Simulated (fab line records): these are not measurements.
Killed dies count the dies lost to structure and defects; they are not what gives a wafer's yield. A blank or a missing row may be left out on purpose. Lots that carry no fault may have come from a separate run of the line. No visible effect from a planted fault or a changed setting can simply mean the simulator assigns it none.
Which of the tools did it? ; flow gf180mcu ; 33 wafers from 11 lots sampled at 2 of the route's 602 steps

WHAT EACH GAUGE READ, for each wafer
GF_V1_THK_MEAS_03. Usual: for V1_CVD_02_THK the level is 847 nm and the standard deviation is 14.
lot;measured;on;V1_CVD_02_THK (nm);flag
L587;day 17 06:14;filmMetro-03;850 850 851;
L588;day 17 10:44;filmMetro-03;844 838 868;
L590;day 18 01:30;filmMetro-01;844 842 849;
L591;day 18 03:49;filmMetro-04;839 859 861;
L592;day 18 20:40;filmMetro-04;855 838 845;
L593;day 19 09:22;filmMetro-04;855 856 855;
L594;day 19 23:36;filmMetro-01;837 835 863;
L601;day 22 22:09;filmMetro-04;923 934 927;OFF
L604;day 23 12:15;filmMetro-04;933 912 943;OFF
L609;day 25 00:30;filmMetro-04;863 870 883;
L610;day 25 12:33;filmMetro-03;850 854 851;

WHICH TOOL RAN EACH LOT (tool, then ch and the chambers of the sampled wafers, then the start)
lot;GF_V1_CVD_02
L587;pecvd-04 ch 0,1,2, day 17 06:11
L588;pecvd-03 ch 0,1,2, day 17 10:40
L590;pecvd-01 ch 1,2, day 18 01:25
L591;pecvd-04 ch 0,1,2, day 18 03:44
L592;pecvd-01 ch 0,2, day 18 20:35
L593;pecvd-01 ch 0,2, day 19 09:16
L594;pecvd-04 ch 0,1, day 19 23:32
L601;pecvd-04 ch 0,1,2, day 22 22:05
L604;pecvd-04 ch 0,2, day 23 12:10
L609;pecvd-01 ch 0,1,2, day 25 00:25
L610;pecvd-01 ch 0,1,2, day 25 12:29
- GF_V1_CVD_02: deposits SiO2 from TEOS, target thk 850 nm, time 94.851 s.

WHAT THE TOOLS THEMSELVES READ (means of the sampled wafers that have a number; where no wafer has one, the mark that the record gives instead)
GF_V1_CVD_02. Usual: heaterPowerW 643 W, standard deviation 70; rfFwdPowerW 596.3 W, standard deviation 2.
lot;tool;heaterPowerW (W);rfFwdPowerW (W);flag
L587;pecvd-04;540;594.8;
L588;pecvd-03;720;597.4;
L590;pecvd-01;668;596.6;
L591;pecvd-04;580;597.2;
L592;pecvd-01;683;594.5;
L593;pecvd-01;708;598.3;
L594;pecvd-04;598;594.9;
L601;pecvd-04;557;835.9;OFF
L604;pecvd-04;441;834.5;OFF
L609;pecvd-01;625;595.7;
L610;pecvd-01;681;595.1;

THE ANSWER, worked out from the rows above alone
Rule: lot off if the mean of its wafers having a number is beyond 3 standard deviations from the usual mean. Also off: a lot with no number at a reading for which 4 or more lots have one. Where the step has rows for the other lots, those lots are counted as sound. Order of review: gauges by route order, followed by the tools' own readings, for which a lot's mean as printed above is used. The first step at which some lot is off is used, and at that step the reading that is off furthest; a lot without a number counts as furthest.
Off: L601, L604, seen at GF_V1_THK_MEAS_03 (V1_CVD_02_THK).
If a tool, at a process step before that reading, ran all the lots that are off and no sound lot after the first of them, it fits. The gauges at GF_V1_THK_MEAS_03 aren't tried: what is off there is off at GF_V1_CVD_02 too, on other tools, and a gauge's error can't cause that. One fits: pecvd-04 at GF_V1_CVD_02. Its last sound lot is L594 (day 19 23:32), its first lot that is off L601 (day 22 22:05): a fault that began between those two fits.
The tool's own readings at GF_V1_CVD_02 bear it out: on the lots that are off they differ by more than 5 times the standard deviation of the sound lots' means. rfFwdPowerW reads 835.2 W there against 596.1 W on the sound lots.

WHAT THE SIMULATOR HAD PUT IN
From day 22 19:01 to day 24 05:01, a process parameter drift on pecvd-04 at GF_V1_CVD_02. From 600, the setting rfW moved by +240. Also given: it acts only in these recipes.
Lots struck among those shown: L601, L604. This agrees with what the rule above found.
